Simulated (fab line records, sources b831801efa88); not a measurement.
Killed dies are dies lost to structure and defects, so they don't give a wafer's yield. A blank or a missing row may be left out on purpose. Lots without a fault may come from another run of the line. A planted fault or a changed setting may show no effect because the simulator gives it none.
Problem report in the 8D (eight disciplines) form, filled by code | flow sky130 | the parts of the form that need people (team, actions taken, sign-off) are left out

1. THE PROBLEM
LOCAL_INTERCONNECT_TIN_RS at SKY_LOCAL_INTERCONNECT_RS_MEAS_01 reads a mean of 17.36 ohm/sq on 2 wafers of 2 lots; wafers without a fault read 14.05 ohm/sq with a standard deviation of 0.17. That is +19 standard deviations from the usual mean.
The step: measures by four-point-probe.
First seen on wafer L709.1, day 33 01:57, on film_metro-02. The record holds 39 wafers of 13 lots with a number at this step. Rule for "out", or "out of limits": more than 4 standard deviations from the usual mean. The other wafers with a number count as sound.

2. WHAT IT IS AND WHAT IT IS NOT
question                    | is                        | is not
which readings at this step | LOCAL_INTERCONNECT_TIN_RS | -
which lots                  | L709, L710                | L698, L699, L700, L701, L703, L704, L706, L708, L716, L717, L720
which wafers of those lots  | L709.1, L710.3            | L709.3, L709.4, L710.2, L710.6
read on which gauges        | film_metro-02             | film_metro-01, film_metro-04
when                        | from day 33 01:57         | up to then (26 sound wafers); but 11 sound wafers of L710, L716, L717, L720 came after

3. SUSPECTS, AND WHAT RULES EACH OUT
Counting: a tool at a process step up to the reading stays a suspect if it ran every lot that is out. Sound lots after the first of them don't rule it out here, since some wafers of a struck lot are sound.
- the gauge at SKY_LOCAL_INTERCONNECT_RS_MEAS_01: ruled out. All the wafers that are out were read on film_metro-02, but those of them that SKY_LOCAL_INTERCONNECT_METAL_ETCH_14 has rows for are out there too, on other tools.
- pvd_sputter-04 at SKY_LOCAL_INTERCONNECT_SPUTTER_00 (material TiN, target thk 100 nm, time 83.3 s): kept. It ran every lot that is out, first L709 (day 33 01:53); its last sound lot up to then is L708 (day 33 00:43).
Left after counting: pvd_sputter-04 at SKY_LOCAL_INTERCONNECT_SPUTTER_00.

4. THE CAUSE (what the simulator had put in)
Process parameter drift: pvd_sputter-04, from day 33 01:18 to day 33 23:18, at SKY_LOCAL_INTERCONNECT_SPUTTER_00. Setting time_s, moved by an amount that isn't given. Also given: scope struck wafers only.
Counting left only this tool.

5. THE CHAIN OF EFFECTS, in route order
Each row: a reading whose mean over the struck wafers that have a number lies more than 3 standard deviations from the usual. Only readings for which the record gives a usual standard deviation are gone through. hours: the time from each lot's start at the first step in this table that gives one to its start at this step, as a median over the lots. sigmas: the change in usual standard deviations.
hours | step                                 | reading                    | usual        | on struck wafers | change | sigmas
0     | SKY_LOCAL_INTERCONNECT_RS_MEAS_01    | LOCAL_INTERCONNECT_TIN_RS  | 14.05 ohm/sq | 17.36            | +3.30  | +19
0     | SKY_LOCAL_INTERCONNECT_THK_MEAS_02   | LOCAL_INTERCONNECT_TIN_THK | 100.7 nm     | 82.7             | -18.0  | -15
27    | SKY_LOCAL_INTERCONNECT_METAL_ETCH_14 | oes_product_au             | 0.945 a.u.   | 0.843            | -0.102 | -13
27    | SKY_LOCAL_INTERCONNECT_METAL_ETCH_14 | throttle_valve_pct         | 21.899 %     | 21.964           | +0.065 | +7.2
The process steps in it:
- SKY_LOCAL_INTERCONNECT_METAL_ETCH_14: etches TiN in Cl2/BCl3, stops on PSG, target depth 110 nm, time 31.4 s.

6. WHAT WOULD HAVE CAUGHT IT SOONER
In this record the first reading out of limits at a measuring or inspecting step was taken at day 33 01:57, 1 hour after the fault began at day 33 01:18.
Of the tool readings at SKY_LOCAL_INTERCONNECT_SPUTTER_00 for which the record gives a usual standard deviation, none was out on any struck wafer, so an alarm limit of 4 standard deviations on them would not have fired.
Of the lots that are out (2), L710 began SKY_LOCAL_INTERCONNECT_SPUTTER_00 on pvd_sputter-04 after day 33 01:57. A hold on the tool at that time would have spared it.
